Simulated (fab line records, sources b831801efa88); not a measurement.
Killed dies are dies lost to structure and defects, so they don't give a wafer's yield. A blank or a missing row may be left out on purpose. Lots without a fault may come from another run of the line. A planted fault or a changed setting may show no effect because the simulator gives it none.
One fault seen from 2 desks | flow gf180mcu | each desk has only its own numbers; what lay behind them comes last

THE METROLOGY DESK
What the gauges read, lot by lot, whatever tool the lot ran on: means of the sampled wafers that have a number. A lot is out of limits, marked OUT, if its mean lies more than 4 standard deviations from the usual mean; the brackets give that distance.
Columns: A = CONTACT_W_RS at GF_CONTACT_RS_MEAS_25, usual 0.384 ohm/sq; B = M1_ALCU_RS at GF_M1_RS_MEAS_05, usual 0.0689 ohm/sq; C = M1_ALCU_THK at GF_M1_THK_MEAS_06, usual 461 nm
lot  | first seen here | A     | B                | C
L209 | day 15 22:50    | 0.385 | 0.0686           | 465
L210 | day 16 07:17    | 0.389 | 0.0701           | 447
L211 | day 17 01:37    | 0.387 | 0.0690           | 464
L218 | day 19 06:07    | 0.383 | 0.0583 (-17) OUT | 566 (+17) OUT
L221 | day 20 16:10    | 0.380 | 0.0619 (-11) OUT | 533 (+11) OUT
L223 | day 21 07:07    | 0.384 | 0.0687           | 456
L225 | day 21 15:53    | 0.386 | 0.0679           | 463
L224 | day 21 19:02    | 0.381 | 0.0686           | 470
L226 | day 22 05:40    | 0.383 | 0.0683           | 464
L227 | day 22 13:44    | 0.387 | 0.0693           | 455
L228 | day 22 22:29    | 0.383 | 0.0682           | 472
L229 | day 23 04:29    | 0.377 | 0.0696           | 461
L230 | day 23 14:53    | 0.389 | 0.0693           | 461
L231 | day 23 23:37    | 0.381 | 0.0681           | 465
This desk's finding: out of limits on L218, L221; first on L218, day 19 06:49 (M1_ALCU_RS at GF_M1_RS_MEAS_05). In limits: L209, L210, L211, L223, L225, L224, L226, L227, L228, L229, L230, L231.

THE TOOL OWNER'S DESK: pvd_sputter-04
The tool's own readings at GF_M1_SPUTTER_02 (material AlCu, target thk 450 nm, time 23.9 s): means of the sampled wafers that have a number, for each lot that ran on this tool. A lot is out of limits, marked OUT, if its mean lies more than 4 standard deviations from the usual mean; the brackets give that distance.
Columns: A = chamber_pressure_pa at GF_M1_SPUTTER_02, usual 0.4000 Pa; B = throttle_valve_pct at GF_M1_SPUTTER_02, usual 29.8 %
lot  | first seen here | A      | B
L209 | day 15 23:26    | 0.4004 | 29.1
L210 | day 16 07:53    | 0.3999 | 29.1
L218 | day 19 06:40    | 0.4001 | 30.2
L221 | day 20 17:58    | 0.4007 | 29.7
This desk's finding: nothing out of limits on any of the 4 lots.

PUT TOGETHER
The metrology desk could have raised an alarm at day 19 06:49, on L218, L221.
The tool owner's desk saw nothing out of limits.
The tool owner's desk has L218, L221 on record, within its limits.
Of the lots named, all ran GF_M1_SPUTTER_02 on pvd_sputter-04.

WHAT THE SIMULATOR HAD PUT IN
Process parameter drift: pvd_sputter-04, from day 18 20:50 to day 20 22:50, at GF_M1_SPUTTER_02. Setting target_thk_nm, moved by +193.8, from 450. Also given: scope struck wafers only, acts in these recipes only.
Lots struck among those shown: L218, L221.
Hours from the fault's start to each desk's first reading out of limits: the metrology desk, 10.
